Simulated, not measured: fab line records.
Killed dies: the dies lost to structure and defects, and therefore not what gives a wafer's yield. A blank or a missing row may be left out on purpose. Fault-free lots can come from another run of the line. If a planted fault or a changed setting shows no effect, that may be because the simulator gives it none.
fab line records -- flow sky130
[record] lots = 15, wafers = 45, last_day = 51
route steps=708 shown CAP2M@615 VIA4@641
lots that met no fault: from a run of the same line without faults
start_h: hours from the record's opening day to when the first of the lot's shown wafers began -- wait_h: hours since the lot's step before -- " identical to the entry in the row above -- L1.1+2: one row covering several wafers at once -- - value missing, or start not given -- * or withheld: withheld -- < > ~ a bound
route shown NAME@n: a module of which the file shows steps, and the number in the route of the first -- usual: mean and standard deviation over wafers with no fault -- same: alike in all rows -- chamber/n: place in a boat -- sites: per-site readings -- _std_site: the standard deviation of these -- _edge_site: the outer-site mean with the inner-site mean subtracted -- radius_mm: for every site, how far away it sits from the centre of the wafer -- mask NAME#n: copy n -- behind: the tool/chamber that last shaped the wafer -- hold: why the lot was held/for how many hours/how that ended -- device: the transistor (n, p or np) that didn't switch -- end of line: tests of these same wafers at the route's end -- a step without rows: its recipe alone -- killed: the dies lost at the first sort to structure and to defects; this is not the yield of the wafer -- map: per-die view of a wafer (x killed, . not killed, _ where there is no die)
set.NAME: the setting the step ran with; set.NAME@STEP: the setting that earlier step ran with -- model.NAME: the simulator's own value behind a step, which no gauge read
one table for each step of the route and one row for each wafer, over a sample of lots
services: the hour from which a tool's chamber was out of use, counted from the record's first day as start_h (under 0 if before that day), plus the number of hours and why
[[steps]]
[step SKY_CAP2M_OVL_MEAS_12]
[usual] CAP2M_OVL = 0.4/1.7
lot.wafer,tool,chamber,start_h,wait_h,CAP2M_OVL[nm]
L686.2,overlay-02,-,998.25,0.1,-0.6
L686.5,overlay-02,-,998.25,0.1,1.0
L686.6,overlay-02,-,998.25,0.1,0.5
L687.3,overlay-01,-,999.76,0.1,1.2
L687.4,overlay-01,-,999.76,0.1,1.2
L687.5,overlay-01,-,999.76,0.1,0.7
L689.3,overlay-01,-,1016.24,0.1,1.5
L689.5,overlay-01,-,1016.24,0.1,-0.5
L689.6,overlay-01,-,1016.24,0.1,-0.9
L690.1,overlay-02,-,1021.63,0.1,-0.3
L690.2,overlay-02,-,1021.63,0.1,-1.0
L690.5,overlay-02,-,1021.63,0.1,-1.1
L692.1,overlay-02,-,1032.10,0.1,1.1
L692.3,overlay-02,-,1032.10,0.1,0.6
L692.6,overlay-02,-,1032.10,0.1,0.9
L694.1,overlay-01,-,1042.73,0.1,-0.6
L694.5,overlay-01,-,1042.73,0.1,-0.5
L694.6,overlay-01,-,1042.73,0.1,-0.4
L695.4,overlay-02,-,1049.42,0.1,6.1
L695.5,overlay-02,-,1049.42,0.1,2.4
L695.6,overlay-02,-,1049.42,0.1,4.3
L696.1,overlay-02,-,1067.70,0.1,1.0
L696.3,overlay-02,-,1067.70,0.1,1.1
L696.6,overlay-02,-,1067.70,0.1,0.4
L698.1,overlay-02,-,1072.28,0.1,0.3
L698.4,overlay-02,-,1072.28,0.1,1.5
L698.6,overlay-02,-,1072.28,0.1,-0.7
L699.2,overlay-02,-,1074.30,0.1,-0.8
L699.3,overlay-02,-,1074.30,0.1,1.5
L699.4,overlay-02,-,1074.30,0.1,1.0
L703.2,overlay-01,-,1100.76,0.1,-0.4
L703.3,overlay-01,-,1100.76,0.1,-1.2
L703.5,overlay-01,-,1100.76,0.1,-1.6
L704.1,overlay-02,-,1102.30,0.1,0.6
L704.3,overlay-02,-,1102.30,0.1,1.2
L704.5,overlay-02,-,1102.30,0.1,2.4
L705.1,overlay-01,-,1116.73,0.1,-0.4
L705.3,overlay-01,-,1116.73,0.1,-2.2
L705.6,overlay-01,-,1116.73,0.1,-1.1
L706.2,overlay-02,-,1117.90,0.1,2.0
L706.5,overlay-02,-,1117.90,0.1,1.0
L706.6,overlay-02,-,1117.90,0.1,-0.3
L707.4,overlay-01,-,1122.95,0.1,-2.9
L707.5,overlay-01,-,1122.95,0.1,-1.1
L707.6,overlay-01,-,1122.95,0.1,-3.1
[step SKY_CAP2M_STRIP_14]
[recipe] chemistry = O2/N2, power_w = 1400, pressure_mtorr = 1500, platen_temp_c = withheld, o2_flow_sccm = 3000, n2_flow_sccm = 300, overash_fraction = 0.5
[usual] chamber_pressure_mTorr = 1499.8/1.3, drypump_motor_current_A = 5.6/0.36, oes_product_au = 0.709/0.0043, strip_time_to_endpoint_s = 12.64/0.045
lot.wafer,tool,chamber,start_h,wait_h,chamber_pressure_mTorr,drypump_motor_current_A,oes_product_au,rf_hours_counter_h,strip_time_to_endpoint_s
L686.2,plasma_asher-01,0,998.36,0.1,1500.2,5.0,0.706,25,12.63
L686.5,plasma_asher-01,1,998.36,0.1,1501.2,5.7,0.709,-,12.68
L686.6,plasma_asher-01,0,998.36,0.1,1501.9,5.0,0.705,-,12.64
L687.3,plasma_asher-03,1,999.90,0.1,1498.5,5.6,0.715,-,12.64
L687.4,plasma_asher-03,0,999.90,0.1,1497.3,5.7,0.707,-,12.58
L687.5,plasma_asher-03,1,999.90,0.1,1499.1,5.6,0.707,-,12.61
L689.3,plasma_asher-01,0,1016.38,0.1,1500.0,5.0,0.715,-,12.69
L689.5,plasma_asher-01,0,1016.38,0.1,1498.5,5.0,0.714,-,12.69
L689.6,plasma_asher-01,1,1016.38,0.1,1499.6,5.7,0.705,-,12.69
L690.1,plasma_asher-03,0,1021.74,0.1,1501.5,5.7,0.712,121,12.61
L690.2,plasma_asher-03,1,1021.74,0.1,1499.3,5.6,0.708,121,12.62
L690.5,plasma_asher-03,1,1021.74,0.1,1501.4,5.6,0.712,-,12.66
L692.1,plasma_asher-03,1,1032.21,0.1,1496.6,5.6,0.705,122,12.65
L692.3,plasma_asher-03,0,1032.21,0.1,1499.0,5.7,0.706,-,12.59
L692.6,plasma_asher-03,0,1032.21,0.1,1500.8,5.7,0.710,-,12.58
L694.1,plasma_asher-04,1,1042.84,0.1,1497.0,5.7,0.703,60,12.72
L694.5,plasma_asher-04,0,1042.84,0.1,1500.8,6.2,0.710,-,12.70
L694.6,plasma_asher-04,1,1042.84,0.1,1500.8,5.7,0.702,-,12.71
L695.4,plasma_asher-03,1,1049.57,0.1,1500.6,5.6,0.707,-,12.62
L695.5,plasma_asher-03,1,1049.57,0.1,1499.7,5.6,0.706,-,12.61
L695.6,plasma_asher-03,0,1049.57,0.1,1500.4,5.7,0.706,-,12.66
L696.1,plasma_asher-01,1,1067.81,0.1,1498.9,5.7,0.709,32,12.64
L696.3,plasma_asher-01,1,1067.81,0.1,1500.7,5.7,0.713,-,12.60
L696.6,plasma_asher-01,1,1067.81,0.1,1502.2,5.7,0.711,-,12.63
L698.1,plasma_asher-01,1,1072.47,0.1,1497.2,5.7,0.709,32,12.62
L698.4,plasma_asher-01,0,1072.47,0.1,1501.2,5.0,0.714,-,12.68
L698.6,plasma_asher-01,1,1072.47,0.1,1497.2,5.7,0.705,-,12.73
L699.2,plasma_asher-04,0,1074.49,0.1,1499.6,6.2,0.710,64,12.62
L699.3,plasma_asher-04,0,1074.49,0.1,1498.9,6.2,0.714,-,12.62
L699.4,plasma_asher-04,1,1074.49,0.1,1501.2,5.7,0.714,-,12.59
L703.2,plasma_asher-01,0,1100.86,0.1,1501.4,5.0,0.704,35,12.64
L703.3,plasma_asher-01,0,1100.86,0.1,1502.1,5.0,0.714,-,12.72
L703.5,plasma_asher-01,0,1100.86,0.1,1499.5,5.0,0.709,-,12.64
L704.1,plasma_asher-01,0,1102.41,0.1,1499.8,5.0,0.710,35,12.65
L704.3,plasma_asher-01,0,1102.41,0.1,1498.9,5.0,0.708,-,12.63
L704.5,plasma_asher-01,0,1102.41,0.1,1501.3,5.0,0.710,-,12.63
L705.1,plasma_asher-01,1,1116.85,0.1,1496.8,5.7,0.707,37,12.67
L705.3,plasma_asher-01,0,1116.85,0.1,1502.7,5.0,0.715,-,12.66
L705.6,plasma_asher-01,0,1116.85,0.1,1500.8,5.0,0.715,-,12.63
L706.2,plasma_asher-01,0,1118.01,0.1,1499.4,5.0,0.707,37,12.66
L706.5,plasma_asher-01,0,1118.01,0.1,1501.3,5.0,0.710,-,12.64
L706.6,plasma_asher-01,1,1118.01,0.1,1498.3,5.7,0.715,-,12.67
L707.4,plasma_asher-03,1,1123.08,0.1,1498.4,5.6,0.709,-,12.59
L707.5,plasma_asher-03,0,1123.08,0.1,1501.0,5.7,0.712,-,12.60
L707.6,plasma_asher-03,1,1123.08,0.1,1499.9,5.6,0.712,-,12.58
[step SKY_VIA4_CMP_02]
[recipe] material = SiO2, down_force_psi = 4, platen_rpm = 60, pad_velocity_m_s = 0.94248
[usual] motor_current_A = 12.5/1.3
lot.wafer,tool,chamber,start_h,wait_h,motor_current_A
L686.2,cmp-01,0,1024.44,0.0,13.6
L686.6,cmp-01,0,1024.44,0.0,14.5
L686.5,cmp-01,1,1024.44,0.0,14.5
L687.3,cmp-01,1,1025.09,0.0,14.6
L687.4,cmp-01,3,1025.09,0.0,11.6
L687.5,cmp-01,1,1025.09,0.0,14.8
L689.3,cmp-01,1,1040.77,0.2,14.1
L689.6,cmp-01,2,1040.77,0.2,10.9
L689.5,cmp-01,3,1040.77,0.2,11.4
L690.2,cmp-02,1,1047.59,0.0,13.4
L690.1,cmp-02,0,1047.59,0.0,13.2
L690.5,cmp-02,2,1047.59,0.0,12.2
L692.1,cmp-01,3,1057.41,0.3,10.6
L692.3,cmp-01,0,1057.41,0.3,13.6
L692.6,cmp-01,0,1057.41,0.3,13.9
L694.1,cmp-02,2,1067.70,0.2,11.7
L694.6,cmp-02,3,1067.70,0.2,10.9
L694.5,cmp-02,0,1067.70,0.2,12.9
L695.4,cmp-02,0,1074.13,0.1,13.6
L695.6,cmp-02,3,1074.13,0.1,10.5
L695.5,cmp-02,0,1074.13,0.1,13.7
L696.3,cmp-02,2,1091.24,0.1,12.1
L696.1,cmp-02,0,1091.24,0.1,13.4
L696.6,cmp-02,1,1091.24,0.1,13.1
L698.1,cmp-02,2,1096.61,0.1,11.7
L698.4,cmp-02,3,1096.61,0.1,10.9
L698.6,cmp-02,3,1096.61,0.1,10.9
L699.2,cmp-02,0,1098.38,0.0,12.3
L699.4,cmp-02,2,1098.38,0.0,12.5
L699.3,cmp-02,3,1098.38,0.0,11.3
L703.3,cmp-01,2,1122.74,0.0,11.1
L703.2,cmp-01,1,1122.74,0.0,14.6
L703.5,cmp-01,3,1122.74,0.0,11.1
L704.1,cmp-01,0,1125.56,0.1,13.3
L704.3,cmp-01,2,1125.56,0.1,11.4
L704.5,cmp-01,0,1125.56,0.1,13.8
L705.3,cmp-01,2,1138.63,0.1,11.8
L705.1,cmp-01,0,1138.63,0.1,14.4
L705.6,cmp-01,1,1138.63,0.1,13.8
L706.2,cmp-02,3,1139.87,0.1,11.2
L706.6,cmp-02,1,1139.87,0.1,12.7
L706.5,cmp-02,2,1139.87,0.1,11.9
L707.4,cmp-02,2,1145.66,0.0,11.1
L707.5,cmp-02,2,1145.66,0.0,12.1
L707.6,cmp-02,3,1145.66,0.0,11.3
[step SKY_VIA4_EXPOSE_08]
[recipe] mask_id = VIM4, na = 0.6, source_shape = conventional, sigma_outer = 0.6, polarization = unpolarized, target_cd_nm = 800, dose_mj = 132
[usual] exposure_dose_mJ_cm2 = 132.01/0.13, focus_offset_nm = 0.0/0.48, stage_vel_mm_s = 500.03/0.24
lot.wafer,tool,chamber,start_h,wait_h,mask,exposure_dose_mJ_cm2,focus_offset_nm,stage_vel_mm_s
L686.2,iline_stepper-02,0,1035.90,-,VIM4#0,132.00,0.3,500.18
L686.5,iline_stepper-02,0,1035.90,-,VIM4#0,131.96,0.2,500.09
L686.6,iline_stepper-02,0,1035.90,-,VIM4#0,132.01,-0.2,499.85
L687.3,iline_stepper-01,0,1036.30,-,VIM4#0,132.17,-1.0,500.14
L687.4,iline_stepper-01,0,1036.30,-,VIM4#0,131.98,0.6,499.80
L687.5,iline_stepper-01,0,1036.30,-,VIM4#0,131.99,0.7,500.22
L689.3,iline_stepper-01,0,1052.77,-,VIM4#0,131.96,0.0,499.92
L689.5,iline_stepper-01,0,1052.77,-,VIM4#0,132.06,-0.7,499.70
L689.6,iline_stepper-01,0,1052.77,-,VIM4#0,132.09,-0.2,500.01
L690.1,iline_stepper-01,0,1058.98,-,VIM4#0,131.95,-0.1,500.38
L690.2,iline_stepper-01,0,1058.98,-,VIM4#0,132.14,-0.2,499.76
L690.5,iline_stepper-01,0,1058.98,-,VIM4#0,132.08,0.7,499.77
L692.1,iline_stepper-01,0,1069.36,-,VIM4#0,131.95,-0.1,500.04
L692.3,iline_stepper-01,0,1069.36,-,VIM4#0,131.96,1.0,500.01
L692.6,iline_stepper-01,0,1069.36,-,VIM4#0,132.20,-0.5,500.19
L694.1,iline_stepper-02,0,1078.67,-,VIM4#0,132.25,0.5,500.33
L694.5,iline_stepper-02,0,1078.67,-,VIM4#0,132.04,0.2,499.86
L694.6,iline_stepper-02,0,1078.67,-,VIM4#0,132.07,0.3,500.14
L695.4,iline_stepper-01,0,1084.99,-,VIM4#0,132.07,-0.2,499.86
L695.5,iline_stepper-01,0,1084.99,-,VIM4#0,132.13,0.3,500.08
L695.6,iline_stepper-01,0,1084.99,-,VIM4#0,132.01,-0.1,499.90
L696.1,iline_stepper-02,0,1102.15,-,VIM4#0,132.14,-0.4,499.89
L696.3,iline_stepper-02,0,1102.15,-,VIM4#0,131.93,0.2,500.36
L696.6,iline_stepper-02,0,1102.15,-,VIM4#0,132.07,0.1,500.13
L698.1,iline_stepper-02,0,1106.58,-,VIM4#0,132.02,0.0,499.88
L698.4,iline_stepper-02,0,1106.58,-,VIM4#0,132.14,0.3,500.04
L698.6,iline_stepper-02,0,1106.58,-,VIM4#0,131.98,-0.4,500.03
L699.2,iline_stepper-01,0,1108.85,-,VIM4#0,132.16,0.4,499.82
L699.3,iline_stepper-01,0,1108.85,-,VIM4#0,132.04,0.0,499.38
L699.4,iline_stepper-01,0,1108.85,-,VIM4#0,131.90,-0.3,500.20
L703.2,iline_stepper-02,-,1133.00,-,VIM4#0,-,-,-
L703.3,iline_stepper-02,-,1133.00,-,VIM4#0,-,-,-
L703.5,iline_stepper-02,-,1133.00,-,VIM4#0,-,-,-
L704.1,iline_stepper-01,-,1136.43,-,VIM4#0,-,-,-
L704.3,iline_stepper-01,-,1136.43,-,VIM4#0,-,-,-
L704.5,iline_stepper-01,-,1136.43,-,VIM4#0,-,-,-
L705.1,iline_stepper-02,-,1148.46,-,VIM4#0,-,-,-
L705.3,iline_stepper-02,-,1148.46,-,VIM4#0,-,-,-
L705.6,iline_stepper-02,-,1148.46,-,VIM4#0,-,-,-
L706.2,iline_stepper-01,0,1149.68,-,VIM4#0,131.86,0.3,499.49
L706.5,iline_stepper-01,0,1149.68,-,VIM4#0,132.05,0.1,500.03
L706.6,iline_stepper-01,0,1149.68,-,VIM4#0,131.94,-0.2,500.09
L707.4,iline_stepper-02,0,1155.53,-,VIM4#0,131.77,-0.2,500.33
L707.5,iline_stepper-02,0,1155.53,-,VIM4#0,131.61,0.3,500.50
L707.6,iline_stepper-02,0,1155.53,-,VIM4#0,131.86,-0.3,499.99
[[services]]
tool,chamber,start_h,hours,kind
iline_stepper-01,-,991.25,4.4,pm
cmp-02,-,999.46,1.2,repair
iline_stepper-02,-,1050.74,1.7,pm
plasma_asher-03,-,1055.25,9.0,pm
plasma_asher-03,0,1055.25,9.0,vent_cycle
plasma_asher-03,1,1055.25,9.0,vent_cycle
cmp-02,-,1063.77,0.3,repair
plasma_asher-03,0,1064.25,-,clean
plasma_asher-03,1,1064.25,-,clean
cmp-01,-,1066.94,6.1,repair
plasma_asher-03,-,1071.91,3.8,repair
cmp-01,-,1084.28,4.0,pm
iline_stepper-01,-,1086.74,1.7,pm
cmp-02,-,1087.09,0.4,repair
cmp-01,-,1088.28,-,consumable_replace:conditioner
cmp-01,-,1088.28,-,consumable_replace:pad
cmp-02,-,1096.98,1.0,repair
cmp-02,-,1105.87,4.3,repair
cmp-02,-,1130.17,6.0,repair
plasma_asher-03,-,1145.82,3.5,repair
cmp-02,-,1152.72,1.0,repair
[[key]]
[first_sign] step = SKY_VIA4_EXPOSE_08, reading = tool_record, direction = missing
effect none on later readings
met_at SKY_VIA4_EXPOSE_08
struck_lots L703,L704,L705
later_rows_left_out L703.2,L703.3,L703.5,L704.1,L704.3,L704.5,L705.1,L705.3,L705.6
sort_left_out L703.2,L703.3,L703.5,L704.1,L704.3,L704.5,L705.1,L705.3,L705.6
not_acting_at SKY_CAP2M_OVL_MEAS_12,SKY_CAP2M_STRIP_14,SKY_VIA4_CMP_02
onset_between 1108.85 1133.00
[fault] kind = skipped_step_whole, tool = iline_stepper-01,iline_stepper-02, chamber = -, onset_h = 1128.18, steps = SKY_VIA4_EXPOSE_08, scope = struck_lots_only
// sort_left_out: the simulated sort isn't trusted on such a fault, so these wafers' sort isn't shown, and their yield isn't known
// later_rows_left_out: the simulator's readings of these wafers behind a module that went badly wrong aren't trusted and aren't shown, but for the sort
